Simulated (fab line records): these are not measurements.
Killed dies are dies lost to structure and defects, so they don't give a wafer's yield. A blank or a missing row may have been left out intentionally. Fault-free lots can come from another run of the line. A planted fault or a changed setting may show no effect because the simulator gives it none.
Which tool was responsible? -- flow gf180mcu -- 12 lots, 36 wafers sampled, at 4 steps of a route of 602

WHAT EACH GAUGE READ, for each wafer
GF_STI_THK_MEAS_24.
lot,measured,on,STI_CVD_23_THK (nm)
L298,day 2 09:10,film-metro-01,655 647 661
L299,day 2 12:58,film-metro-01,640 645 656
L301,day 2 23:48,film-metro-01,637 640 656
L302,day 3 05:07,film-metro-03,659 657 657
L303,day 3 10:52,film-metro-01,655 648 657
L304,day 3 14:54,film-metro-02,647 658 655
L305,day 3 20:20,film-metro-02,655 662 644
L306,day 4 03:40,film-metro-02,661 671 637
L307,day 4 08:25,film-metro-03,656 653 643
L315,day 6 00:52,film-metro-01,532 518 531
L317,day 6 09:27,film-metro-02,517 526 535
L320,day 7 02:50,film-metro-03,647 644 653

GF_V3_OVL_MEAS_15.
lot,measured,on,V3_OVL (nm)
L298,day 23 00:15,overlay-02,-5 -12 -8
L299,day 23 03:44,overlay-01,-1 2 3
L301,day 23 19:21,overlay-01,-6 0 -3
L302,day 24 07:38,overlay-02,6 -3 2
L303,day 24 15:02,overlay-01,10 10 8
L304,day 24 20:49,overlay-01,-1 -3 -4
L305,day 25 08:15,overlay-01,2 4 -2
L306,day 25 16:44,overlay-02,13 9 4
L307,day 25 23:33,overlay-01,-3 -3 4
L315,day 28 11:09,overlay-02,-8 -3 -5
L317,day 28 19:20,overlay-01,5 -1 6
L320,day 29 18:25,overlay-01,11 2 5

TOOL THAT RAN EACH LOT (tool first, then ch and the chambers of the sampled wafers, then the start)
lot,GF_STI_CVD_23,GF_STI_CMP_25
L298,"hdpcvd-01 ch 0,1,2, day 2 09:05","cmp-02 ch 1,2, day 2 09:13"
L299,"hdpcvd-01 ch 0,1, day 2 12:53","cmp-01 ch 0,3, day 2 13:04"
L301,"hdpcvd-02 ch 0,2, day 2 23:42","cmp-02 ch 1,3, day 2 23:50"
L302,"hdpcvd-02 ch 0,1, day 3 05:03","cmp-01 ch 1,2, day 3 05:11"
L303,"hdpcvd-02 ch 0,2, day 3 10:47","cmp-01 ch 1,2,3, day 3 10:58"
L304,"hdpcvd-01 ch 0,1,2, day 3 14:48","cmp-01 ch 0,1,2, day 3 15:02"
L305,"hdpcvd-02 ch 1,2, day 3 20:14","cmp-02 ch 0,1,2, day 3 20:31"
L306,"hdpcvd-01 ch 1,2, day 4 03:34","cmp-01 ch 1,2, day 4 03:46"
L307,"hdpcvd-02 ch 1,2, day 4 08:19","cmp-01 ch 1,2, day 4 08:28"
L315,"hdpcvd-01 ch 0,1, day 6 00:47","cmp-02 ch 0,3, day 6 00:59"
L317,"hdpcvd-01 ch 0,1,2, day 6 09:23","cmp-02 ch 0,2, day 6 09:31"
L320,"hdpcvd-02 ch 0,1,2, day 7 02:46","cmp-01 ch 2,3, day 7 02:55"
- GF_STI_CVD_23: deposits SiO2, target thk 650 nm, time 108.3 s.
- GF_STI_CMP_25: polishes, stops on Si3N4, t overpolish 33 s, target thk 524.6 nm.

WHAT THE TOOLS THEMSELVES READ (means of the sampled wafers that have a number; where no wafer has one, the mark that the record gives instead)
GF_STI_CVD_23.
lot,tool,sih4-flow-sccm (sccm)
L298,hdpcvd-01,60.03
L299,hdpcvd-01,59.99
L301,hdpcvd-02,60.09
L302,hdpcvd-02,60.00
L303,hdpcvd-02,59.94
L304,hdpcvd-01,59.93
L305,hdpcvd-02,59.93
L306,hdpcvd-01,60.02
L307,hdpcvd-02,59.92
L315,hdpcvd-01,47.85
L317,hdpcvd-01,47.92
L320,hdpcvd-02,59.95

GF_STI_CMP_25.
lot,tool,head-pressure-psi (psi),motor-current-A (A),retaining-ring-pressure-frac,slurry-flow-ml-min,time-to-endpoint-s (s)
L298,cmp-02,3.996,12.9,0.998,150.0,121
L299,cmp-01,3.999,12.6,1.000,150.3,126
L301,cmp-02,3.997,11.2,1.003,150.4,116
L302,cmp-01,4.005,11.0,0.998,149.9,118
L303,cmp-01,4.003,11.7,1.001,149.7,120
L304,cmp-01,4.001,12.0,0.999,150.2,122
L305,cmp-02,4.008,12.5,1.004,149.5,124
L306,cmp-01,4.003,11.3,1.004,149.7,124
L307,cmp-01,4.002,11.3,1.002,150.3,118
L315,cmp-02,4.005,11.3,0.996,150.1,94
L317,cmp-02,3.990,12.7,1.000,150.0,98
L320,cmp-01,4.009,12.0,0.997,150.4,127

THE ANSWER, worked out from the rows above alone
Rule: the lots themselves supply what counts as usual. Put in order of their means at a reading, lots are off if they are a third of the lots or fewer, leave a main group of 4 or more, and stand apart from it by a gap of 3 or more times the standard deviation of the main group's means; of several such gaps the widest counts. A main group whose means are all the same, to the digits that the tables above print for the reading, isn't used. Also off: a lot with no number at a reading for which 4 or more lots have one. The other lots that the step has rows for count as sound. The gauges are gone through in route order, then the tools' own readings, and for those a lot's mean is taken as printed above. The first step at which some lot is off is used, and at that step the reading that is off furthest; a lot without a number counts as furthest.
Off: at GF_STI_THK_MEAS_24 (STI_CVD_23_THK), L315, L317. The main group: mean 652 nm, standard deviation 4.1.
A tool fits if, at a process step before that reading, it ran every lot that is off, and no sound lot after the first of them. Not tried: the gauges at GF_STI_THK_MEAS_24; whatever is off there is also off at GF_STI_CVD_23, on other tools, and gauge error can't account for it. One fits: hdpcvd-01 at GF_STI_CVD_23. A fault onset in the window from L306 (day 4 03:34, its last sound lot) to L315 (day 6 00:47, its first lot off) fits.
The tool's own readings at GF_STI_CVD_23 bear it out: on the lots that are off they differ by more than 5 times the standard deviation of the sound lots' means. sih4-flow-sccm reads 47.89 sccm there against 59.98 sccm on the sound lots.

WHAT THE SIMULATOR PUT IN
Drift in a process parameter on hdpcvd-01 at GF_STI_CVD_23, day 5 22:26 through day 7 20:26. Setting sih4-flow-sccm shifted by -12 from 60. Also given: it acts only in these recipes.
Shown lots that were struck: L315, L317. The same result came from the rule above.
